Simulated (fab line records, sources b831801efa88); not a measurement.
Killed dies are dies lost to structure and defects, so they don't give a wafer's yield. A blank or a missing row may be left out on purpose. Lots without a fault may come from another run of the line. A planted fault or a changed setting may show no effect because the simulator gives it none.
fab line records | flow sky130
record lots=12 wafers=36 last_day=50
route steps=708 shown VT_ADJUST_HVTR@139 SONOS_ONO@172 LOCAL_INTERCONNECT@398
lots that met no fault: from a run of the same line without faults
start_h: hours from the record's first day to the start of the lot's first wafer shown | wait_h: hours since the lot's step before | " the same as in the row above | L1.1+2: a row that stands for several wafers | - no value, or no start given | * or withheld: withheld | < > ~ a bound
route shown NAME@n: a module of which the file shows steps, and the number in the route of the first | usual: mean/standard deviation of fault-free wafers | same: alike in all rows | chamber/n: place in a boat | sites: the reading at each site | _std_site: their standard deviation | _edge_site: outer sites' mean less inner sites' | radius_mm: how far each site lies from the wafer's centre | mask NAME#n: copy n | behind: the tool/chamber that last shaped the wafer | hold: why the lot was held/for how many hours/how that ended | device: the transistor (n, p or np) that didn't switch | end of line: the same wafers' tests at the end of the route | a step without rows: its recipe alone | killed: dies lost to structure and defects at the first sort, not the wafer's yield | map: a wafer's dies, x killed, . not, _ none there
set.NAME: the setting as run; set.NAME@STEP: as run at that earlier step | model.NAME: the simulator's own value behind a step, which no gauge read
steps of the route over a sample of lots; a table a step, a row a wafer
services: from which hour (start_h, from the record's first day; less than 0 if before it) a tool's chamber was out of use, for how many hours, and why
## steps
# step SKY_VT_ADJUST_HVTR_OVL_MEAS_08
# usual VT_ADJUST_HVTR_OVL=1.7/1.4
# columns lot.wafer tool chamber start_h wait_h VT_ADJUST_HVTR_OVL[nm]
L925.2 overlay-02 - 202.68 0.1 2.3
L925.3 " - " " 1.5
L925.6 " - " " 3.8
L926.1 overlay-02 - 209.44 0.1 1.1
L926.3 " - " " 0.7
L926.4 " - " " 0.6
L930.1 overlay-01 - 247.04 0.1 3.4
L930.2 " - " " 3.2
L930.5 " - " " 2.0
L929.1 overlay-01 - 248.51 0.1 0.3
L929.2 " - " " 1.1
L929.5 " - " " -0.1
L941.2 overlay-02 - 323.79 0.1 1.9
L941.4 " - " " 0.2
L941.6 " - " " -0.3
L942.1 overlay-01 - 330.61 0.1 0.6
L942.3 " - " " -1.0
L942.5 " - " " -0.4
L943.2 overlay-02 - 332.98 0.1 1.4
L943.4 " - " " 2.0
L943.5 " - " " 2.8
L944.1 overlay-02 - 344.87 0.1 1.7
L944.2 " - " " 2.7
L944.3 " - " " 4.1
L945.2 overlay-02 - 350.33 0.1 2.2
L945.4 " - " " 2.5
L945.5 " - " " 2.2
L946.1 overlay-02 - 354.24 0.1 0.6
L946.3 " - " " -0.1
L946.5 " - " " -0.3
L947.1 overlay-02 - 363.22 0.1 0.0
L947.3 " - " " 0.0
L947.5 " - " " 0.6
L948.1 overlay-01 - 376.99 0.1 3.0
L948.3 " - " " 3.7
L948.4 " - " " 2.8
# step SKY_SONOS_ONO_CVD_04
# recipe material=SiO2 precursor=SiH4/N2O target_thk_nm=5.7199 temp_c=900 pressure_mtorr=400
# usual pressure_mtorr=399.8/0.85 zone_power_top_pct=31.4/0.31
# columns lot.wafer tool chamber start_h wait_h pressure_mtorr zone_power_top_pct
L925.2 lpcvd-03 0 252.41 0.0 400.8 31.3
L925.3 " 0 " " 399.6 31.1
L925.6 " 0 " " 400.3 31.0
L926.1 lpcvd-03 0 260.85 0.1 400.6 31.1
L926.3 " 0 " " 400.4 31.6
L926.4 " 0 " " 400.0 31.0
L930.1 lpcvd-03 0 300.14 0.1 400.6 31.9
L930.2 " 0 " " 398.9 31.5
L930.5 " 0 " " 399.0 31.2
L929.1 lpcvd-03 0 301.39 0.2 398.9 31.0
L929.2 " 0 " " 400.3 31.5
L929.5 " 0 " " 399.7 31.9
L941.2 lpcvd-03 0 384.04 0.0 399.6 30.7
L941.4 " 0 " " 400.2 31.9
L941.6 " 0 " " 400.0 31.6
L942.1 lpcvd-03 1 391.49 0.1 398.5 31.6
L942.3 " 1 " " 399.0 31.4
L942.5 " 1 " " 400.6 31.2
L943.2 lpcvd-03 0 393.75 0.0 400.7 31.2
L943.4 " 0 " " 400.2 31.0
L943.5 " 0 " " 401.0 31.5
L944.1 lpcvd-03 0 406.96 0.1 400.6 31.1
L944.2 " 0 " " 399.6 31.8
L944.3 " 0 " " 400.2 31.2
L945.2 lpcvd-03 1 411.66 0.0 400.5 31.1
L945.4 " 1 " " 399.9 31.3
L945.5 " 1 " " 400.1 31.0
L946.1 lpcvd-03 0 417.19 0.1 398.5 31.5
L946.3 " 0 " " 399.5 31.2
L946.5 " 0 " " 400.1 31.2
L947.1 lpcvd-03 1 454.42 0.1 400.3 31.0
L947.3 " 1 " " 399.4 31.2
L947.5 " 1 " " 398.9 31.3
L948.1 lpcvd-03 1 454.42 0.1 400.5 31.3
L948.3 " 1 " " 400.0 31.7
L948.4 " 1 " " 400.1 31.5
# step SKY_SONOS_ONO_THK_MEAS_05
# recipe reads=SiO2_of_SONOS_ONO_CVD_04
# usual SONOS_ONO_CVD_04_THK=5.83/0.081
# columns lot.wafer tool chamber start_h wait_h SONOS_ONO_CVD_04_THK[nm]
L925.2 film_metro-01 - 253.82 0.2 5.96
L925.3 " - " " 5.84
L925.6 " - " " 5.91
L926.1 film_metro-03 - 262.10 0.0 5.74
L926.3 " - " " 5.82
L926.4 " - " " 5.89
L930.1 film_metro-03 - 301.39 0.0 5.54
L930.2 " - " " 5.51
L930.5 " - " " 5.33
L929.1 film_metro-03 - 302.64 0.0 5.39
L929.2 " - " " 5.50
L929.5 " - " " 5.41
L941.2 film_metro-03 - 385.30 0.0 5.64
L941.4 " - " " 5.77
L941.6 " - " " 5.68
L942.1 film_metro-03 - 392.74 0.0 5.86
L942.3 " - " " 5.76
L942.5 " - " " 5.82
L943.2 film_metro-03 - 395.01 0.0 5.91
L943.4 " - " " 5.69
L943.5 " - " " 5.80
L944.1 film_metro-03 - 408.24 0.0 5.77
L944.2 " - " " 5.77
L944.3 " - " " 5.75
L945.2 film_metro-01 - 412.92 0.0 5.87
L945.4 " - " " 5.76
L945.5 " - " " 5.88
L946.1 film_metro-01 - 418.44 0.0 5.78
L946.3 " - " " 5.85
L946.5 " - " " 5.87
L947.1 film_metro-03 - 455.67 0.0 5.80
L947.3 " - " " 5.71
L947.5 " - " " 5.70
L948.1 film_metro-02 - 455.68 0.0 5.76
L948.3 " - " " 5.79
L948.4 " - " " 5.82
# step SKY_LOCAL_INTERCONNECT_CD_MEAS_11
# recipe target_cd_nm=170
# usual cd_nm=170.2/1.5
# columns lot.wafer tool chamber start_h wait_h cd_nm
L925.2 cd_sem-01 - 704.67 - 170.6
L925.3 " - " " 171.4
L925.6 " - " " 170.7
L926.1 cd_sem-02 - 706.10 - 171.0
L926.3 " - " " 172.2
L926.4 " - " " 172.7
L930.1 cd_sem-02 - 745.99 - 167.6
L930.2 " - " " 168.2
L930.5 " - " " 169.0
L929.1 cd_sem-02 - 747.49 - 169.1
L929.2 " - " " 170.7
L929.5 " - " " 171.3
L941.2 cd_sem-02 - 829.97 - 171.5
L941.4 " - " " 171.5
L941.6 " - " " 170.8
L942.1 cd_sem-01 - 831.09 - 168.1
L942.3 " - " " 168.8
L942.5 " - " " 167.7
L943.2 cd_sem-01 - 835.01 - 168.4
L943.4 " - " " 169.2
L943.5 " - " " 169.1
L944.1 cd_sem-01 - 848.85 - 171.1
L944.2 " - " " 169.8
L944.3 " - " " 169.9
L945.2 cd_sem-01 - 849.56 - 167.1
L945.4 " - " " 167.6
L945.5 " - " " 169.4
L946.1 cd_sem-02 - 855.95 - 169.2
L946.3 " - " " 169.2
L946.5 " - " " 169.2
L947.1 cd_sem-01 - 893.90 - 173.2
L947.3 " - " " 172.0
L947.5 " - " " 171.0
L948.1 cd_sem-02 - 894.85 - 170.2
L948.3 " - " " 170.9
L948.4 " - " " 170.4
# step SKY_LOCAL_INTERCONNECT_METAL_ETCH_14
# recipe target_depth_nm=110 stop_on=PSG chemistry=Cl2/BCl3 target=TiN resist_sidewall_deg=88 pressure_mtorr=10 icp_w=900 bias_w=48.5 Cl2_flow_sccm=60 bcl3_flow_sccm=30 time_s=31.4
# usual drypump_motor_current_A=5.7/0.56 oes_product_au=0.936/0.0082 throttle_valve_pct=21.903/0.01
# columns lot.wafer tool chamber start_h wait_h drypump_motor_current_A oes_product_au rf_hours_counter_h throttle_valve_pct
L925.2 rie_metal-04 1 704.87 0.0 4.8 0.928 9 21.895
L925.3 " 1 " " 4.8 0.924 - 21.904
L925.6 " 1 " " 4.8 0.938 - 21.877
L926.1 rie_metal-04 1 706.32 0.0 4.8 0.949 9 21.913
L926.3 " 1 " " 4.8 0.941 - 21.885
L926.4 " 0 " " 5.9 0.942 - 21.913
L930.1 rie_metal-02 1 746.21 0.0 6.5 0.932 10 21.906
L930.2 " 0 " " 5.5 0.917 9 21.903
L930.5 " 1 " " 6.5 0.927 - 21.906
L929.1 rie_metal-03 1 747.71 0.0 6.0 0.945 13 21.902
L929.2 " 0 " " 6.0 0.927 9 21.912
L929.5 " 1 " " 6.0 0.940 - 21.904
L941.2 rie_metal-03 1 830.17 0.0 6.0 0.934 1 21.906
L941.4 " 0 " " 6.0 0.942 - 21.917
L941.6 " 1 " " 6.0 0.938 - 21.889
L942.1 rie_metal-04 1 831.31 0.0 4.8 0.930 14 21.882
L942.3 " 1 " " 4.8 0.948 - 21.903
L942.5 " 1 " " 4.8 0.951 - 21.913
L943.2 rie_metal-03 1 835.21 0.0 6.0 0.946 1 21.881
L943.4 " 1 " " 6.0 0.930 - 21.903
L943.5 " 0 " " 6.0 0.944 - 21.896
L944.1 rie_metal-04 1 849.07 0.0 4.8 0.933 15 21.920
L944.2 " 0 " " 6.0 0.939 4 21.913
L944.3 " 0 " " 6.0 0.934 - 21.916
L945.2 rie_metal-04 1 849.76 0.0 4.8 0.941 15 21.890
L945.4 " 0 " " 6.0 0.931 - 21.902
L945.5 " 0 " " 6.0 0.929 - 21.906
L946.1 rie_metal-04 0 856.17 0.0 5.9 0.932 4 21.903
L946.3 " 0 " " 5.9 0.944 - 21.904
L946.5 " 0 " " 5.9 0.941 - 21.926
L947.1 rie_metal-03 0 894.12 0.0 6.0 0.935 15 21.893
L947.3 " 0 " " 6.0 0.937 - 21.906
L947.5 " 1 " " 6.0 0.947 - 21.900
L948.1 rie_metal-02 0 895.07 0.0 5.5 0.935 15 21.896
L948.3 " 0 " " 5.5 0.935 - 21.901
L948.4 " 1 " " 6.5 0.939 - 21.904
## services
# columns tool chamber start_h hours kind
rie_metal-02 1 263.57 3.9 repair
rie_metal-04 1 286.66 1.1 repair
rie_metal-02 1 293.92 4.6 repair
lpcvd-03 - 303.15 28.1 pm
rie_metal-04 1 367.35 4.0 repair
lpcvd-03 - 381.60 1.4 repair
rie_metal-02 - 429.88 2.8 pm
lpcvd-03 - 462.44 0.5 repair
rie_metal-03 - 467.01 0.2 repair
lpcvd-03 - 490.58 2.8 pm
rie_metal-04 - 496.18 0.1 repair
lpcvd-03 - 552.85 0.7 repair
rie_metal-03 0 587.44 8.7 repair
rie_metal-04 - 605.77 2.8 pm
rie_metal-04 1 699.23 4.0 repair
rie_metal-03 - 701.40 2.3 repair
rie_metal-04 - 761.78 0.5 repair
lpcvd-03 - 764.58 0.8 pm
rie_metal-04 - 771.78 0.2 repair
rie_metal-04 0 810.19 7.5 repair
rie_metal-03 - 850.76 2.8 pm
rie_metal-04 - 880.29 0.5 repair
rie_metal-04 - 881.72 28.1 pm
lpcvd-03 - 882.08 14.6 pm
## key
first_sign step=SKY_SONOS_ONO_THK_MEAS_05 reading=SONOS_ONO_CVD_04_THK direction=down sigmas=4.7 usual=5.83 struck=5.45
effect none on later readings
met_at SKY_SONOS_ONO_CVD_04
struck_lots L929,L930
tester_left_out L929,L930
not_acting_at SKY_VT_ADJUST_HVTR_OVL_MEAS_08,SKY_LOCAL_INTERCONNECT_CD_MEAS_11,SKY_LOCAL_INTERCONNECT_METAL_ETCH_14
onset_between 260.85 300.14
fault kind=process_parameter_drift tool=lpcvd-03 chamber=- onset_h=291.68 steps=SKY_SONOS_ONO_CVD_04 channel=time_s offset=* shape=step end_h=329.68 stated=*
# tester_left_out: of these lots the tester's yield and bins aren't shown, on N5 and GAA mostly nor the transistor test; their killed dies are dies lost to structure and defects alone, not to doping, threshold or leakage, so they don't give the yield
